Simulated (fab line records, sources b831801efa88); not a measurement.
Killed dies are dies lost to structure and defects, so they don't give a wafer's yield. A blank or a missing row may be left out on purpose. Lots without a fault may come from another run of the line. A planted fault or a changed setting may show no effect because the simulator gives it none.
Chamber matching | flow gf180mcu | GF_V3_ETCH_16 on rie_diel-02: 4 sister chambers
The step etches BARC in N2/H2. 4 wafers are shown with their chamber, then 6 later ones without.

WAFERS WITH THEIR CHAMBER
wafer  | chamber | oes_product_au (a.u.)
L580.2 | 3       | 0.861
L581.1 | 0       | 0.859
L583.3 | 1       | 0.849
L583.5 | 2       | 0.856

WAFERS WITHOUT THEIR CHAMBER
wafer  | oes_product_au (a.u.)
L584.3 | 0.851
L584.5 | 0.857
L584.6 | 0.858
L585.2 | 0.863
L585.4 | 0.856
L585.5 | 0.859

WHICH CHAMBER EACH WENT THROUGH
wafer  | from the rows above          | in truth
L584.3 | 1                            | 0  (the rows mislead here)
L584.5 | can't be placed: 2 or 0      | 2
L584.6 | can't be placed: 0 or 2 or 3 | 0
L585.2 | can't be placed: 3 or 0      | 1
L585.4 | 2                            | 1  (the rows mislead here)
L585.5 | can't be placed: 0 or 3      | 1
Placed correctly: 0 of 6. Can't be placed from these rows: 4 (the true chamber is among the candidates in 2). Placed wrongly: 2.
How it was worked out, from the rows above alone: a wafer's distance from a chamber is the root of the sum, over the readings, of the square of ((its reading less the chamber's mean) divided by the reading's scatter). The wafer belongs to the nearest chamber; if the next one is less than 2 further off, it can't be placed. A chamber's mean is the mean of its shown wafers. The scatter: with one shown wafer a chamber, the root of the mean of the squares of how far each hidden wafer lies from its nearest shown one.
